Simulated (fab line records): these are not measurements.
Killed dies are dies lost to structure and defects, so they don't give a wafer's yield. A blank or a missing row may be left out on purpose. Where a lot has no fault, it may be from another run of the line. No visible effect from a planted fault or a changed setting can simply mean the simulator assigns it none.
Which tool was responsible?	flow sky130	18 wafers from 6 lots sampled at 2 of the route's 708 steps

## WHAT THE GAUGES SHOWED, per wafer
SKY_VT_ADJUST_LVTN_TW_MEAS_21.
lot	measured	on	VT_ADJUST_LVTN_2_TW
L716	day 8 08:03	filmMetro-04	190.3 188.7 191.3
L718	day 8 16:29	filmMetro-02	190.9 190.9 190.5
L723	day 10 05:21	filmMetro-04	207.2 208.6 208.0
L729	day 11 23:25	filmMetro-02	190.3 191.3 191.2
L733	day 13 01:43	filmMetro-03	187.3 186.9 187.8
L735	day 13 20:07	filmMetro-04	188.1 189.4 188.3

## WHAT TOOL EACH LOT RAN ON (gives the tool, then ch and the chambers of the sampled wafers, and finally the start)
lot	SKY_VT_ADJUST_LVTN_IMPLANT_19
L716	implanter-03 ch 0, day 8 07:48
L718	implanter-01 ch 0, day 8 16:14
L723	implanter-01 ch 0, day 10 05:07
L729	implanter-03 ch 0, day 11 23:11
L733	implanter-01 ch 0, day 13 01:30
L735	implanter-01 ch 0, day 13 19:53
- SKY_VT_ADJUST_LVTN_IMPLANT_19

## THE ANSWER, worked out from the rows above alone
Rule: the usual values come from the lots themselves. Put in order of their means at a reading, lots are off if they are a third of the lots or fewer, leave a main group of 4 or more, and stand apart from it by a gap of 3 or more times the standard deviation of the main group's means; of several such gaps the widest counts. Not used: any main group whose means are identical at the precision the tables above print for the reading. A lot without any number at a reading at which 4 lots or more have one is off too. Any other lot the step has rows for is counted as sound.
Off: at SKY_VT_ADJUST_LVTN_TW_MEAS_21 (VT_ADJUST_LVTN_2_TW), L723. Main group: mean 189.5, sd 1.4.
If a tool, at a process step before that reading, ran all the lots that are off and no sound lot after the first of them, it fits. Those tools and the gauges at SKY_VT_ADJUST_LVTN_TW_MEAS_21 are tried in the same way. None of those tried fits.

## WHAT THE SIMULATOR PUT IN
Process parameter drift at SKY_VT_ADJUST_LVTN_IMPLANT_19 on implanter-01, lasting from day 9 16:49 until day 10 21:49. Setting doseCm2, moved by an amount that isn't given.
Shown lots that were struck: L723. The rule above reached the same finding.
